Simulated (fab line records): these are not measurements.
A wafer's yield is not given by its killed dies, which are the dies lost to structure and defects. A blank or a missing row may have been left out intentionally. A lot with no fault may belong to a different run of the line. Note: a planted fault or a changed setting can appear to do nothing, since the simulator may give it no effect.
Comparing a struck lot with a sound one || flow sky130 || 23 out of 708 route steps
Sound: wafers L693.2, L693.4, L693.5. Wafers L688.1, L688.5, L688.6 were the ones struck. The cause is named last.
Per side, at each step with rows, come the tool, then ch with its chambers, and then its first start. Under that, the readings that differ: sound wafers || struck wafers || difference of the means || sigmas: that difference in standard deviations of wafers without a fault.
alike: readings with means less than 2 such deviations apart, plus words and numbers identical on both sides. not compared: withheld readings, readings lacking a value on some wafer, bounds such as >300 that could conceal the same value, and numbers that have no deviation in the record and whose values overlap.
A row with sigmas, a row that says differs or no value, or rows on one side alone: a step with any of these is where the two part. Numbers that don't overlap but have no deviation are shown without sigmas and don't part them. A reading that every wafer of one side lacks parts them only if that side has two wafers or more.

first, 6 steps without rows for these wafers: SKY_VT_ADJUST_LVTN_HMDS_12 (prime time 61.34 s); SKY_VT_ADJUST_LVTN_COAT_13 (resist thk 1140 nm); SKY_VT_ADJUST_LVTN_SOFTBAKE_14 (time 60 s); SKY_VT_ADJUST_LVTN_EXPOSE_15 (exposes mask HVN STD DERIVED, target cd 600 nm); SKY_VT_ADJUST_LVTN_PEB_16; SKY_VT_ADJUST_LVTN_DEVELOP_17 (develop time 60 s).
SKY_VT_ADJUST_LVTN_OVL_MEAS_18:
  struck on overlay-02, day 9 23:34; sound on overlay-02, day 11 08:45
  alike: VT_ADJUST_LVTN_01_OVL
next, for these wafers, 1 step has no rows: SKY_VT_ADJUST_LVTN_IMPLANT_19.
SKY_VT_ADJUST_LVTN_STRIP_20: strips in O2/N2.
  sound on plasma asher-03 ch 0,1, day 11 08:56; struck on plasma asher-04 ch 0,1, day 9 23:46
  alike: drypump motor current A, oes product au, strip time to endpoint s
  not compared: rf hours counter h
SKY_VT_ADJUST_LVTN_TW_MEAS_21:
  struck on film metro-02, day 9 23:52; sound on film metro-03, day 11 09:02
  alike: VT_ADJUST_LVTN_2_TW
then, 2 steps without rows for these wafers: SKY_VT_ADJUST_NCORE_DEHYDRATE_00 (time 60 s); SKY_VT_ADJUST_NCORE_HMDS_01 (prime time 60 s).
SKY_VT_ADJUST_NCORE_COAT_02: resist thk 1140 nm.
  sound on litho track-04 ch 0, day 11 20:38; struck on litho track-03 ch 0, day 10 10:46
{"reading": "spin speed rpm (rpm)", "sound": "3000.2 2997.6 3001.2", "struck": "2950.3 2951.8 2952.5", "difference": -48.1, "sigmas": -22}
{"reading": "model.NOVOLAK_of_VT_ADJUST_NCORE_COAT_02.thk nm (nm)", "sound": "1138 1136 1136", "struck": "1152 1151 1150", "difference": "+14", "sigmas": ""}
  alike: chill plate temp C
then, 3 steps without rows for these wafers: SKY_VT_ADJUST_NCORE_SOFTBAKE_03 (time 60 s); SKY_VT_ADJUST_NCORE_EXPOSE_04 (exposes mask LVTN COMPLEMENT THIN, target cd 380 nm); SKY_VT_ADJUST_NCORE_PEB_05.
SKY_VT_ADJUST_NCORE_DEVELOP_06: develop time 60 s.
  sound on litho track-04 ch 0, day 12 08:53; struck on litho track-01 ch 0, day 10 21:35
{"reading": "model.NOVOLAK_of_VT_ADJUST_NCORE_COAT_02.thk nm (nm)", "sound": "1137 1135 1135", "struck": "1152 1151 1149", "difference": "+15", "sigmas": ""}
  alike: chill plate temp C
SKY_VT_ADJUST_NCORE_CD_MEAS_07: target cd 380 nm.
  struck on cd sem-02, day 10 21:44; sound on cd sem-01, day 12 09:01
  alike: cd nm
SKY_VT_ADJUST_NCORE_OVL_MEAS_08:
  struck on overlay-02, day 10 21:52; sound on overlay-02, day 12 09:08
  alike: VT_ADJUST_NCORE_OVL
next, for these wafers, 1 step has no rows: SKY_VT_ADJUST_NCORE_IMPLANT_09.
SKY_VT_ADJUST_NCORE_STRIP_10: strips in O2/N2.
  sound on plasma asher-04 ch 0,1, day 12 09:19; struck on plasma asher-03 ch 0,1, day 10 22:03
{"reading": "strip time to endpoint s (s)", "sound": "14.14 14.12 14.13", "struck": "14.29 14.28 14.29", "difference": "+0.16", "sigmas": "+5"}
  alike: drypump motor current A, oes product au
  not compared: rf hours counter h
SKY_VT_ADJUST_NCORE_TW_MEAS_11:
  struck on film metro-03, day 10 22:09; sound on film metro-01, day 12 09:25
{"reading": "VT_ADJUST_NCORE_TW", "sound": "218.4 219.0 218.2", "struck": "223.5 221.3 222.0", "difference": "+3.7", "sigmas": "+3"}
SKY_PAD_OPEN_PROBE_99:
  rows exist in the record for the sound wafers here (prober-01, day 49 00:31), none for the struck ones

== WHERE THEY PART ==
At SKY_VT_ADJUST_NCORE_COAT_02 first; at SKY_PAD_OPEN_PROBE_99 last (within this record only).

WHY: the cause the simulator had injected
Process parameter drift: litho track-03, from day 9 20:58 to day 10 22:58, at SKY_VT_ADJUST_NCORE_COAT_02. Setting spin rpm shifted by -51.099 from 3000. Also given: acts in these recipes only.
